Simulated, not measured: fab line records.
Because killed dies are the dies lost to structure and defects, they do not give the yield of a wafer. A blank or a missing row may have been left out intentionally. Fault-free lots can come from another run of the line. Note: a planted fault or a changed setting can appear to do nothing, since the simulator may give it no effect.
The same fault as seen by 2 desks	flow gf180mcu	each desk holds nothing but its own numbers, with what lay behind them at the end

METROLOGY DESK
What the gauges read for every lot (on any tool): the sampled wafers with a number, averaged. The brackets show how far a lot's mean lies from the usual mean; more than 4 standard deviations puts the lot out of limits, marked OUT.
Columns: A = cd nm at GF_M1_CD_MEAS_14, usual 230.0 nm
lot	first seen here	A
L327	day 16 21:34	230.2
L328	day 17 04:02	230.0
L329	day 17 15:26	228.2
L330	day 17 23:34	228.2
L331	day 18 15:20	229.7
L332	day 18 23:33	229.9
L341	day 22 08:28	242.5 (+11) OUT
L342	day 23 01:46	238.1 (+7.4) OUT
L346	day 23 22:36	231.3
L348	day 24 11:00	229.1
L349	day 24 20:00	230.6
This desk's finding: out of limits on L341, L342; first on L341, day 22 08:28 (cd nm at GF_M1_CD_MEAS_14). L327, L328, L329, L330, L331, L332, L346, L348, L349: within limits.

TOOL OWNER'S DESK, krf scanner-01
The tool's own readings at GF_M1_EXPOSE_11 (exposes mask Metal1, target cd 230 nm): means of the sampled wafers that have a number, for each lot that ran on this tool. The brackets show how far a lot's mean lies from the usual mean; more than 4 standard deviations puts the lot out of limits, marked OUT.
Columns: A = exposure dose mJ cm2 at GF_M1_EXPOSE_11, usual 27.967
lot	first seen here	A
L327	day 16 10:07	27.967
L328	day 16 17:05	27.993
L329	day 17 04:38	27.956
L330	day 17 11:43	27.960
L331	day 18 03:53	27.981
L341	day 21 20:50	25.874 (-84) OUT
L342	day 22 14:43	26.296 (-67) OUT
This desk's finding: out of limits on L341, L342; first on L341, day 21 20:50 (exposure dose mJ cm2 at GF_M1_EXPOSE_11). L327, L328, L329, L330, L331: within limits.

BROUGHT TOGETHER
At day 21 20:50, on L341, L342, the tool owner's desk was in a position to raise an alarm.
At day 22 08:28 the metrology desk could have sounded an alarm, on L341, L342.
The lots listed all ran GF_M1_EXPOSE_11 on krf scanner-01.

WHAT THE SIMULATOR HAD INSERTED
Process parameter drift: krf scanner-01, from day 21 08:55 on, at GF_M1_EXPOSE_11. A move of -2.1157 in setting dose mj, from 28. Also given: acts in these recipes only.
Shown lots that were struck: L341, L342.
Delay (hours) between the fault's onset and each desk's first out-of-limits reading: 12 at the tool owner's desk, 24 at the metrology desk.
